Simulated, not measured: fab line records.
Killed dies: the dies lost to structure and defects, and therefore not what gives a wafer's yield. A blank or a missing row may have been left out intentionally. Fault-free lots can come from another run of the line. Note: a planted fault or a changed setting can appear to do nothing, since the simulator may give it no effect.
Comparing a struck lot with a sound one || flow gf180mcu || 16 steps out of a route of 602
Sound: these wafers, L544.2, L544.3, L544.5. Wafers L537.1, L537.2, L537.4 were the ones struck. At the end, the cause is stated.
For every step that has rows: the tool of each side, followed by ch and its chambers, followed by its first start. Under that, the readings that differ: sound wafers || struck wafers || difference of the means || sigmas: that difference in standard deviations of wafers without a fault.
alike: same words and numbers on both sides, and readings whose means sit less than 2 such deviations apart. not compared: any withheld reading, any reading some wafer has no value for, any bound like >300 that may hide the same value, and any number with overlapping values for which the record gives no deviation.
Wherever a step has rows on one side only, a row that says differs or no value, or a row with sigmas, the two part there. Numbers that have no deviation but don't overlap get no sigmas and don't part them. A reading that every wafer of one side lacks parts them only if that side has two wafers or more.

GF_V1_CMP_04: polishes SiO2.
  sound on cmp-01 ch 0,1,3, day 23 10:30; struck on cmp-01 ch 0,1,3, day 21 04:47
  alike: motor_current_A, retaining_ring_pressure_frac, slurry_flow_ml_min, time_to_endpoint_s
GF_V1_BOW_MEAS_05:
  sound on film_metro-04 at day 23 10:46; struck on film_metro-03 at day 21 05:05
  alike: V1_BOW
then, 8 steps without rows for these wafers: GF_V1_DEHYDRATE_06 (time 60 s); GF_V1_HMDS_07 (prime time 60 s); GF_V1_COAT_08; GF_V1_COAT_09 (resist thk 1000 nm); GF_V1_SOFTBAKE_10 (time 60 s); GF_V1_EXPOSE_11 (exposes mask Via1, target cd 260 nm); GF_V1_PEB_12 (peb time 90 s); GF_V1_DEVELOP_13 (develop time 60 s).
GF_V1_CD_MEAS_14 targets a cd of 260 nm.
  sound on cd_sem-02 at day 24 08:46; struck on cd_sem-02 at day 22 05:00
  alike: cd_nm
GF_V1_OVL_MEAS_15:
  sound on overlay-01 at day 24 08:52; struck on overlay-02 at day 22 05:07
  alike: V1_OVL
GF_V1_ETCH_16: etches BARC in N2/H2.
  sound on rie_diel-02 ch 1,2,3, day 24 08:54; struck on rie_diel-03 ch 0,2,3, day 22 05:09
  no value came back on the struck wafers for any of 5 readings (bias_w (W), chamber_pressure_mTorr (mTorr) and others); on the sound wafers bias_w (W) reads 100.2 100.1 99.9
GF_V1_ETCH_17: etches SiO2 in C4F8/O2/Ar, stops on TiN, target depth 630 nm.
  sound on rie_diel-02 ch 1,2,3; struck on rie_diel-03 ch 0,2,3
{"reading": "oes_product_au (a.u.)", "sound": "0.842 0.836 0.850", "struck": "0.370 0.378 0.373", "difference": -0.469, "sigmas": "-99 or more"}
  alike: bias_w, chamber_pressure_mTorr
GF_V1_STRIP_18: strips in O2/N2.
  sound on plasma_asher-02 ch 0,1, day 24 09:02; struck on plasma_asher-04 ch 0,1, day 22 05:17
{"reading": "oes_product_au (a.u.)", "sound": "0.589 0.579 0.586", "struck": "0.608 0.609 0.615", "difference": "+0.026", "sigmas": "+6"}
  alike: drypump_motor_current_A, heater_power_w, o2_flow_sccm, platen_temp_c
  not compared: rf_hours_counter_h
then, 1 step without rows for these wafers: GF_V1_STRIP_19 (strips in post etch residue remover, time 1200 s).

WHERE THEY PART
Last at GF_V1_STRIP_18 as far as this record goes, first at GF_V1_ETCH_16.

WHY: whatever the simulator had introduced
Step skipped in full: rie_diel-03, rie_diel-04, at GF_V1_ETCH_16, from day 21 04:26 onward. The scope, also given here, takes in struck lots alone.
